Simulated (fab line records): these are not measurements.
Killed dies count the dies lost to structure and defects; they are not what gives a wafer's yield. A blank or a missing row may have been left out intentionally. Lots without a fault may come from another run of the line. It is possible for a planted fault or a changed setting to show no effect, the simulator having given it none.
Check for tools in common / flow gf180mcu / Sample size 13 lots and 39 wafers

## REASON IT WAS OPENED
At GF_M5_CD_MEAS_07 the reading cd_nm is flagged on 3 of 13 lots. Fault-free wafers read 280.3 nm, with a standard deviation of 1.1.
Rule: a lot gets a flag if all its wafers with a number sit over 4 standard deviations from that mean, or if no wafer of it has a number. The rest of the lots are taken to be sound.

lot=L618; measured=day 26 16:35; on=cd_sem-01; cd_nm (nm), wafer by wafer=280.9 280.3 281.5; flag=
lot=L621; measured=day 27 18:59; on=cd_sem-02; cd_nm (nm), wafer by wafer=281.7 281.3 282.2; flag=
lot=L625; measured=day 28 18:20; on=cd_sem-01; cd_nm (nm), wafer by wafer=257.4 259.6 258.6; flag=FLAGGED
lot=L626; measured=day 29 05:01; on=cd_sem-01; cd_nm (nm), wafer by wafer=264.9 264.9 265.4; flag=FLAGGED
lot=L628; measured=day 29 12:01; on=cd_sem-01; cd_nm (nm), wafer by wafer=263.9 264.0 262.8; flag=FLAGGED
lot=L629; measured=day 29 23:44; on=cd_sem-02; cd_nm (nm), wafer by wafer=280.9 281.3 282.2; flag=
lot=L630; measured=day 30 05:31; on=cd_sem-01; cd_nm (nm), wafer by wafer=281.4 281.2 282.1; flag=
lot=L631; measured=day 30 10:17; on=cd_sem-01; cd_nm (nm), wafer by wafer=279.4 280.0 279.5; flag=
lot=L632; measured=day 30 15:49; on=cd_sem-01; cd_nm (nm), wafer by wafer=280.7 281.1 280.7; flag=
lot=L637; measured=day 32 08:58; on=cd_sem-02; cd_nm (nm), wafer by wafer=279.9 280.5 280.6; flag=
lot=L639; measured=day 32 17:22; on=cd_sem-02; cd_nm (nm), wafer by wafer=280.4 280.6 279.9; flag=
lot=L638; measured=day 32 18:40; on=cd_sem-02; cd_nm (nm), wafer by wafer=279.8 279.2 279.2; flag=
lot=L640; measured=day 33 00:49; on=cd_sem-01; cd_nm (nm), wafer by wafer=280.0 279.1 280.2; flag=
The numbers of the flagged lots are 262.4 nm on average: -17.9 nm against the usual, or -16 standard deviations.

## TOOL THAT RAN EACH LOT
The record holds 3 process steps before the reading, out of a route of 602 steps. Cell contents, in order: the tool; ch with the chambers the sampled wafers went through; the start.
lot=L618; flag=; GF_V4_CVD_02=pecvd-04 ch 0,1, day 23 20:35; GF_MIM_CVD_05=pecvd-02 ch 0,1,2, day 24 21:02; GF_M5_PEB_05=litho_track-02 ch 0, day 26 16:16
lot=L621; flag=; GF_V4_CVD_02=pecvd-02 ch 0,1,2, day 24 23:29; GF_MIM_CVD_05=pecvd-02 ch 0,1,2, day 26 00:26; GF_M5_PEB_05=litho_track-02 ch 0, day 27 18:40
lot=L625; flag=FLAGGED; GF_V4_CVD_02=pecvd-02 ch 0,1,2, day 26 01:35; GF_MIM_CVD_05=pecvd-01 ch 0,2, day 27 00:56; GF_M5_PEB_05=litho_track-01 ch 0, day 28 17:53
lot=L626; flag=FLAGGED; GF_V4_CVD_02=pecvd-02 ch 0,1,2, day 26 15:29; GF_MIM_CVD_05=pecvd-04 ch 0,1,2, day 27 13:51; GF_M5_PEB_05=litho_track-01 ch 0, day 29 04:40
lot=L628; flag=FLAGGED; GF_V4_CVD_02=pecvd-03 ch 0,2, day 26 20:30; GF_MIM_CVD_05=pecvd-01 ch 0,1,2, day 27 19:34; GF_M5_PEB_05=litho_track-01 ch 0, day 29 11:40
lot=L629; flag=; GF_V4_CVD_02=pecvd-02 ch 0,1, day 27 09:49; GF_MIM_CVD_05=pecvd-02 ch 0,1,2, day 28 09:03; GF_M5_PEB_05=litho_track-04 ch 0, day 29 23:24
lot=L630; flag=; GF_V4_CVD_02=pecvd-04 ch 0,1,2, day 27 17:49; GF_MIM_CVD_05=pecvd-02 ch 0,1,2, day 28 15:50; GF_M5_PEB_05=litho_track-04 ch 0, day 30 05:10
lot=L631; flag=; GF_V4_CVD_02=pecvd-04 ch 0,1,2, day 27 22:02; GF_MIM_CVD_05=pecvd-01 ch 0,1, day 28 20:15; GF_M5_PEB_05=litho_track-04 ch 0, day 30 09:57
lot=L632; flag=; GF_V4_CVD_02=pecvd-04 ch 0,1,2, day 28 05:25; GF_MIM_CVD_05=pecvd-02 ch 0,1,2, day 29 02:41; GF_M5_PEB_05=litho_track-02 ch 0, day 30 15:28
lot=L637; flag=; GF_V4_CVD_02=pecvd-03 ch 0,1,2, day 30 02:04; GF_MIM_CVD_05=pecvd-02 ch 0,1,2, day 30 22:23; GF_M5_PEB_05=litho_track-01 ch 0, day 32 08:37
lot=L639; flag=; GF_V4_CVD_02=pecvd-04 ch 0,2, day 30 11:40; GF_MIM_CVD_05=pecvd-02 ch 0,2, day 31 07:14; GF_M5_PEB_05=litho_track-01 ch 0, day 32 17:01
lot=L638; flag=; GF_V4_CVD_02=pecvd-04 ch 0,1,2, day 30 13:25; GF_MIM_CVD_05=pecvd-04 ch 0,1,2, day 31 09:14; GF_M5_PEB_05=litho_track-01 ch 0, day 32 18:19
lot=L640; flag=; GF_V4_CVD_02=pecvd-03 ch 0,2, day 30 18:50; GF_MIM_CVD_05=pecvd-04 ch 0,1,2, day 31 14:55; GF_M5_PEB_05=litho_track-01 ch 0, day 33 00:28
What is done by these steps:
- GF_V4_CVD_02: deposits SiO2 from TEOS, target thk 850 nm, time 94.851 s.
- GF_MIM_CVD_05: deposits Si3N4, target thk 42 nm, time 29.086 s.
- GF_M5_PEB_05: peb time 90 s.
- GF_M5_CD_MEAS_07: target cd 280 nm.

## FLAGGED OVER TOTAL, TOOL BY TOOL (the gauges that took the reading come last)
step=GF_V4_CVD_02; tool=pecvd-02; lots run=4; flagged=2; share of the flagged lots=some; sound lots run after its first flagged lot=1 (L629)
step=GF_V4_CVD_02; tool=pecvd-03; lots run=3; flagged=1; share of the flagged lots=some; sound lots run after its first flagged lot=2 (L637,L640)
step=GF_V4_CVD_02; tool=pecvd-04; lots run=6; flagged=0; share of the flagged lots=none; sound lots run after its first flagged lot=-
step=GF_MIM_CVD_05; tool=pecvd-01; lots run=3; flagged=2; share of the flagged lots=some; sound lots run after its first flagged lot=1 (L631)
step=GF_MIM_CVD_05; tool=pecvd-02; lots run=7; flagged=0; share of the flagged lots=none; sound lots run after its first flagged lot=-
step=GF_MIM_CVD_05; tool=pecvd-04; lots run=3; flagged=1; share of the flagged lots=some; sound lots run after its first flagged lot=2 (L638,L640)
step=GF_M5_PEB_05; tool=litho_track-01; lots run=7; flagged=3; share of the flagged lots=all; sound lots run after its first flagged lot=4 (L637,L639,L638,L640)
step=GF_M5_PEB_05; tool=litho_track-02; lots run=3; flagged=0; share of the flagged lots=none; sound lots run after its first flagged lot=-
step=GF_M5_PEB_05; tool=litho_track-04; lots run=3; flagged=0; share of the flagged lots=none; sound lots run after its first flagged lot=-
step=GF_M5_CD_MEAS_07; tool=cd_sem-01; lots run=8; flagged=3; share of the flagged lots=all; sound lots run after its first flagged lot=4 (L630,L631,L632,L640)
step=GF_M5_CD_MEAS_07; tool=cd_sem-02; lots run=5; flagged=0; share of the flagged lots=none; sound lots run after its first flagged lot=-

## WHAT THE TABLE PERMITS
Rows of the table that ran all the flagged lots, 2 in number: litho_track-01 at GF_M5_PEB_05; cd_sem-01 at GF_M5_CD_MEAS_07.
- litho_track-01 at GF_M5_PEB_05: 3 of its 7 lots flagged. Sound lots ran on it after the first flagged one (L637, L639, L638, L640), which a lasting fault on the whole tool wouldn't allow. Its own readings lie more than 4 standard deviations out on every wafer of the flagged lots: heater_power_total_W, plate_temp_C.
- cd_sem-01 at GF_M5_CD_MEAS_07: 3 of its 8 lots flagged. Sound lots ran on it after the first flagged one (L630, L631, L632, L640), which a lasting fault on the whole tool wouldn't allow.
Every row of the table either missed a flagged lot or ran a sound lot after the first.

## WHAT HAD BEEN PUT IN BY THE SIMULATOR
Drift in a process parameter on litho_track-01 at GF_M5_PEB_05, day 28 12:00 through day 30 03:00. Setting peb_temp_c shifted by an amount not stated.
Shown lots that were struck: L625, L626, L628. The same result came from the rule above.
